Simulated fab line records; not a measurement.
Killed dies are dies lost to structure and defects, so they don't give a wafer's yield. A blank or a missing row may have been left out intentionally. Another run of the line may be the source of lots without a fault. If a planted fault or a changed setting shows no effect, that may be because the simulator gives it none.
Code-filled problem report in 8D (eight disciplines) form -- flow gf180mcu -- the parts of the form that need people (team, actions taken, sign-off) are left out

== 1. THE PROBLEM ==
Wafers free of any fault read 46.14 ohm/sq (standard deviation 0.078) for NSD_RS at GF_PSD_RS_MEAS_14, against a mean of 46.79 ohm/sq on 6 wafers of 2 lots. Measured from the usual mean, that is +8.4 standard deviations.
The step: measures by four-point-probe.
First seen on wafer L749.2, day 18 20:19, on film metro-01. At this step, 36 wafers from 12 lots have a number in the record. The rule behind "out" and "out of limits": a value lying over 4 standard deviations away from the usual mean. Any other wafer with a number is counted as sound.

== 2. WHAT IT IS; WHAT IT IS NOT ==
question,is,is not
which readings at this step,NSD_RS,-
which lots,"L749, L751","L738, L740, L744, L752, L753, L755, L756, L757, L758, L759"
which wafers of those lots,all that have a number,-
read on which gauges,"film metro-01, film metro-04",film metro-03
when,from day 18 20:19,"up to then (9 sound wafers); but 21 sound wafers of L752, L753, L755, L756, L757, L758, L759 came after"

== 3. SUSPECTS, AND WHAT RULES EACH OUT ==
Counting: a tool at a process step up to the reading stays a suspect if it ran every lot that is out and no sound lot after the first of them.
- the gauge at GF_PSD_RS_MEAS_14: ruled out. Those wafers that are out were read across 2 gauges (film metro-01, film metro-04).
- implanter-01 at GF_NSD_IMPLANT_09: ruled out as a lasting fault. The sound lots L758, L759 went through it after L749, its earliest lot that is out (day 17 20:26).
- plasma asher-04 at GF_NSD_STRIP_11 (strips in O2/N2): ruled out as a lasting fault. The sound lots L755, L756, L757 went through it after L749, its earliest lot that is out (day 17 20:43).
Left after counting: nothing in the record.

== 4. THE CAUSE (what the simulator had put in) ==
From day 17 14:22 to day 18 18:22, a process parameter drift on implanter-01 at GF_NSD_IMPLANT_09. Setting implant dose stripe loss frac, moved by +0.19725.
The count ruled it out by mistake, since the rule takes a fault to strike every lot its tool runs from the start of the fault on, and this one did not do so.

== 5. THE EFFECT CHAIN, in route order ==
Each row: a reading whose mean over the struck wafers that have a number lies more than 3 standard deviations from the usual. Only readings for which the record gives a usual standard deviation are gone through. hours: the time from each lot's start at the first step in this table that gives one to its start at this step, as a median over the lots. sigmas: the change in usual standard deviations.
hours,step,reading,usual,on struck wafers,change,sigmas
0,GF_NSD_STRIP_11,strip time to endpoint s,22.96 s,22.50,-0.46,-13
24,GF_PSD_RS_MEAS_14,NSD_RS,46.14 ohm/sq,46.79,+0.65,+8.4
Process steps it contains:
- GF_NSD_STRIP_11: strips in O2/N2.
Later steps that measure or inspect, where all struck wafers having a row at the step show a number for every such reading and not one has moved that far: GF_M1_CD_MEAS_14.

== 6. HOW IT WOULD HAVE BEEN CAUGHT EARLIER ==
Counted from the fault's start at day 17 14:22, it took 30 hours until the first out-of-limits reading at a measuring or inspecting step in this record, taken at day 18 20:19.
No tool reading at GF_NSD_IMPLANT_09 that has a usual standard deviation in the record was out on any struck wafer, so an alarm limit of 4 standard deviations on those readings would not have fired.
